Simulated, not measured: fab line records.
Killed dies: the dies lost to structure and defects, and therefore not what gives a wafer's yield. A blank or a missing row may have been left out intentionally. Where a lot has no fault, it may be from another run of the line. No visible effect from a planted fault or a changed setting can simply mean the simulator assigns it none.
2 desks, one fault :: flow gf180mcu :: every desk sees just its own numbers, and what lay behind them comes last

== THE TOOL OWNER'S DESK: cmp-01 ==
The tool's own readings at GF_V5_CMP_04 (polishes SiO2): means of the sampled wafers that have a number, for each lot that ran on this tool. Any lot whose mean is over 4 standard deviations away from the usual mean is out of limits and marked OUT; that distance is given in the brackets.
Columns: A = headPressurePsi at GF_V5_CMP_04, usual 4.000 psi; B = motorCurrentA at GF_V5_CMP_04, usual 11.7 A
lot: L610
first seen here: day 27 00:24
A: 3.994
B: 12.1

lot: L614
first seen here: day 28 10:26
A: 3.994
B: 11.2

lot: L617
first seen here: day 29 16:08
A: 3.998
B: 11.7

lot: L618
first seen here: day 29 17:38
A: 3.997
B: 11.7

lot: L619
first seen here: day 29 18:17
A: 3.996
B: 12.3

lot: L621
first seen here: day 30 10:50
A: 3.997
B: 10.6

lot: L623
first seen here: day 30 23:02
A: 4.007
B: 12.5
Finding of this desk: none of the 7 lots has anything out of limits.

== AT THE METROLOGY DESK ==
What the gauges read, lot by lot, whatever tool the lot ran on: means of the sampled wafers that have a number. Any lot whose mean is over 4 standard deviations away from the usual mean is out of limits and marked OUT; that distance is given in the brackets.
Columns: A = V4_BOW at GF_V4_BOW_MEAS_05, usual 134 um; B = V5_CVD_02_THK at GF_V5_THK_MEAS_03, usual 1450 nm
lot: L608
first seen here: day 23 10:49
A: 136
B: 1439

lot: L610
first seen here: day 24 04:38
A: 132
B: 1469

lot: L611
first seen here: day 24 15:52
A: 143
B: 1456

lot: L612
first seen here: day 24 22:02
A: 130
B: 1453

lot: L614
first seen here: day 25 19:13
A: 141
B: 1446

lot: L617
first seen here: day 26 16:55
A: 138
B: 1437

lot: L618
first seen here: day 27 03:31
A: 137
B: 1412

lot: L619
first seen here: day 27 04:58
A: 139
B: 1444

lot: L621
first seen here: day 27 22:53
A: 123
B: 1441

lot: L623
first seen here: day 28 11:39
A: 141
B: 1453

lot: L630
first seen here: day 30 07:42
A: 135
B: 1439

lot: L631
first seen here: day 30 14:24
A: 130
B: 1470
Finding of this desk: none of the 12 lots has anything out of limits.

== PUT TOGETHER ==
Nothing out of limits was seen by the tool owner's desk.
Metrology desk: nothing out of limits seen.

== WHAT THE SIMULATOR PUT IN ==
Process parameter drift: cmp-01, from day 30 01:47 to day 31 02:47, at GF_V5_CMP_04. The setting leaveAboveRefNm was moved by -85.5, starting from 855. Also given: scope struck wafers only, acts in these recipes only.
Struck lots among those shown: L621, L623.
